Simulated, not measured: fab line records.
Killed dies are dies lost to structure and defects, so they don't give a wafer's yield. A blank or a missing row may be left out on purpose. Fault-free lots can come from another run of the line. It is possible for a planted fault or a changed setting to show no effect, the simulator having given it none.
Which tool is to blame? -- flow sfq-line -- 48 wafers from 16 lots sampled at 2 of the route's 325 steps

== WHAT EACH GAUGE READ, for each wafer ==
SFQ_M0_RS_MEAS_904: the measuring method here is four-point-probe.
lot,measured,on,M0_NB_RS (ohm/sq)
L978,day 5 11:27,film-metro-04,0.894 0.891 0.899
L979,day 5 18:02,film-metro-04,0.894 0.903 0.900
L981,day 6 04:27,film-metro-02,0.892 0.885 0.892
L982,day 6 09:16,film-metro-04,0.900 0.904 0.902
L983,day 6 11:33,film-metro-02,0.893 0.900 0.897
L984,day 6 16:22,film-metro-03,0.742 0.746 0.745 0.741 0.745 0.747
L985,day 7 00:45,film-metro-02,0.749 0.751 0.748 0.750 0.750 0.746
L986,day 7 05:34,film-metro-03,0.743 0.744 0.742 0.745 0.744 0.744
L987,day 7 11:34,film-metro-04,0.744 0.737 0.740 0.746 0.738 0.740
L988,day 7 13:57,film-metro-03,0.894 0.891 0.898
L992,day 8 18:33,film-metro-04,0.883 0.879 0.883
L995,day 9 12:35,film-metro-04,0.901 0.899 0.901
L997,day 9 23:25,film-metro-04,0.888 0.889 0.896
L998,day 10 07:45,film-metro-04,0.892 0.894 0.894
L999,day 10 14:59,film-metro-03,0.893 0.900 0.899
L100,day 10 20:58,film-metro-03,0.891 0.884 0.893

== WHAT TOOL EACH LOT RAN ON (gives the tool, then ch and the chambers of the sampled wafers, and finally the start) ==
lot,SFQ_TRILAYER_M0_DEP_SPUTTER_019
L978,"pvd-sputter-06, day 5 11:20"
L979,"pvd-sputter-04, day 5 17:56"
L981,"pvd-sputter-05, day 6 04:20"
L982,"pvd-sputter-06, day 6 09:07"
L983,"pvd-sputter-06, day 6 11:26"
L984,"pvd-sputter-06, day 6 16:14"
L985,"pvd-sputter-06, day 7 00:40"
L986,"pvd-sputter-06, day 7 05:27"
L987,"pvd-sputter-06, day 7 11:26"
L988,"pvd-sputter-04, day 7 13:50"
L992,"pvd-sputter-05, day 8 18:28"
L995,"pvd-sputter-05, day 9 12:29"
L997,"pvd-sputter-05, day 9 23:16"
L998,"pvd-sputter-05, day 10 07:40"
L999,"pvd-sputter-05, day 10 14:53"
L100,"pvd-sputter-06, day 10 20:52"
- SFQ_TRILAYER_M0_DEP_SPUTTER_019: material Nb, target thk 200 nm, time 133.3 s.

== AS READ BY THE TOOLS THEMSELVES (means over the sampled wafers that have a number; for cases with no such wafer, the mark the record gives instead) ==
SFQ_TRILAYER_M0_DEP_SPUTTER_019.
lot,tool,throttle-valve-pct (%)
L978,pvd-sputter-06,29.8
L979,pvd-sputter-04,31.3
L981,pvd-sputter-05,30.0
L982,pvd-sputter-06,30.7
L983,pvd-sputter-06,29.8
L984,pvd-sputter-06,31.8
L985,pvd-sputter-06,30.4
L986,pvd-sputter-06,30.9
L987,pvd-sputter-06,29.6
L988,pvd-sputter-04,30.8
L992,pvd-sputter-05,30.5
L995,pvd-sputter-05,30.5
L997,pvd-sputter-05,30.6
L998,pvd-sputter-05,30.4
L999,pvd-sputter-05,31.1
L100,pvd-sputter-06,31.2

== THE ANSWER, worked out from the rows above alone ==
Rule: the lots themselves supply what counts as usual. The widest of any qualifying gaps counts: lots, ordered by their means at a reading, are off when they make up no more than a third of the lots, leave a main group of 4 or more, and stand apart from it by 3 or more times the standard deviation of that group's means. A main group whose means are all the same, to the digits that the tables above print for the reading, isn't used. Also off: a lot with no number at a reading for which 4 or more lots have one. The other lots that the step has rows for count as sound. First the gauges in route order, then the tools' own readings, where a lot's mean is used as printed above. The first step at which some lot is off is used, and at that step the reading that is off furthest; a lot without a number counts as furthest.
Off: L984, L985, L986, L987, at SFQ_M0_RS_MEAS_904 (M0_NB_RS). The main group: mean 0.894 ohm/sq, standard deviation 0.0054.
If a tool, at a process step before that reading, ran all the lots that are off and no sound lot after the first of them, it fits. Gauges at SFQ_M0_RS_MEAS_904: tried the same way as those tools. None of those tried fits.

== WHAT HAD BEEN PUT IN BY THE SIMULATOR ==
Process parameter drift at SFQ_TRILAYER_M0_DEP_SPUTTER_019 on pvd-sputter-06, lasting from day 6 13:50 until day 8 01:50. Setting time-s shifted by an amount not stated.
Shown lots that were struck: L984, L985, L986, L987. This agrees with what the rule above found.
